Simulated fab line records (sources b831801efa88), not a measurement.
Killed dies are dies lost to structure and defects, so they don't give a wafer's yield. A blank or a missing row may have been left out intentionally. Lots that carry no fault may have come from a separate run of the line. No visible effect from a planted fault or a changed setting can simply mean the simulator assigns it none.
A single fault, viewed from 2 desks + flow gf180mcu + only its own numbers are on each desk; what lay behind them is given at the end

== DESK OF THE TOOL OWNER: lpcvd-01 ==
The tool's own readings at GF_HV_LDD_CVD_54 (deposits SiO2 from TEOS, target thk 10 nm, time 75 s): means of the sampled wafers that have a number, for each lot that ran on this tool. The brackets show how far a lot's mean lies from the usual mean; more than 4 standard deviations puts the lot out of limits, marked OUT.
Columns: A = spike_tc_bottom_C at GF_HV_LDD_CVD_54, usual 700.8 C; B = spike_tc_centre_C at GF_HV_LDD_CVD_54, usual 680.9 C; C = spike_tc_lower_C at GF_HV_LDD_CVD_54, usual 679.6 C; D = spike_tc_top_C at GF_HV_LDD_CVD_54, usual 697 C; E = spike_tc_upper_C at GF_HV_LDD_CVD_54, usual 680.1 C; F = susceptor_temp_C at GF_HV_LDD_CVD_54, usual 680.02 C
| lot  | first seen here | A                | B               | C               | D              | E               | F                |
|------|-----------------|------------------|-----------------|-----------------|----------------|-----------------|------------------|
| L653 | day 13 03:22    | 702.3            | 680.6           | 679.4           | 703            | 680.3           | 679.78           |
| L655 | day 13 21:05    | 701.3            | 680.7           | 678.8           | 701            | 681.0           | 680.39           |
| L668 | day 18 04:05    | 680.5 (-7.8) OUT | 659.4 (-20) OUT | 658.2 (-19) OUT | 682 (-4.2) OUT | 659.4 (-15) OUT | 658.69 (-74) OUT |
This desk finds L668 out of limits, L668 being first, at day 18 04:05 (spike_tc_bottom_C at GF_HV_LDD_CVD_54). In limits: L653, L655.

== AT THE METROLOGY DESK ==
Means of the sampled wafers that have a number, per lot and without regard to the tool the lot ran on: this is what the gauges read. The brackets show how far a lot's mean lies from the usual mean; more than 4 standard deviations puts the lot out of limits, marked OUT.
Columns: A = POLY_GATE_OXIDATION_THK at GF_POLY_GATE_THK_MEAS_17, usual 4.00 nm; B = HV_LDD_01_OVL at GF_HV_LDD_OVL_MEAS_20, usual 0.6 nm; C = HV_LDD_CVD_54_THK at GF_HV_LDD_THK_MEAS_55, usual 9.99 nm
| lot  | first seen here | A    | B    | C              |
|------|-----------------|------|------|----------------|
| L653 | day 9 22:58     | 3.98 | 1.6  | 9.83           |
| L655 | day 10 13:41    | 4.01 | 2.6  | 9.99           |
| L656 | day 10 18:20    | 4.01 | 1.0  | 9.91           |
| L657 | day 10 23:59    | 3.84 | 0.6  | 9.93           |
| L658 | day 11 10:04    | 3.99 | -1.6 | 10.12          |
| L663 | day 12 21:26    | 3.97 | -0.6 | 10.09          |
| L668 | day 14 10:09    | 4.00 | 1.5  | 5.78 (-38) OUT |
| L670 | day 15 03:20    | 4.14 | 1.5  | 9.79           |
| L671 | day 15 08:07    | 4.13 | 0.4  | 9.90           |
| L672 | day 15 12:52    | 4.05 | -0.2 | 9.98           |
| L673 | day 15 18:28    | 4.05 | 0.6  | 9.92           |
| L674 | day 16 05:30    | 4.04 | 2.0  | 10.00          |
Finding of this desk: L668 out of limits, first seen on L668 at day 18 05:07 (HV_LDD_CVD_54_THK at GF_HV_LDD_THK_MEAS_55). In limits: L653, L655, L656, L657, L658, L663, L670, L671, L672, L673, L674.

== PUT TOGETHER ==
At day 18 04:05, on L668, the tool owner's desk was in a position to raise an alarm.
Metrology desk: alarm possible at day 18 05:07 on L668.
All the named lots went through GF_HV_LDD_CVD_54 on lpcvd-01.

== WHAT THE SIMULATOR PUT IN ==
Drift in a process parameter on lpcvd-01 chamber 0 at GF_HV_LDD_CVD_54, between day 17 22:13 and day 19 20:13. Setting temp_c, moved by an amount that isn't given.
Lots struck among those shown: L668.
Time in hours from fault onset to the first out-of-limits reading at each desk: tool owner's desk 6, metrology desk 7.
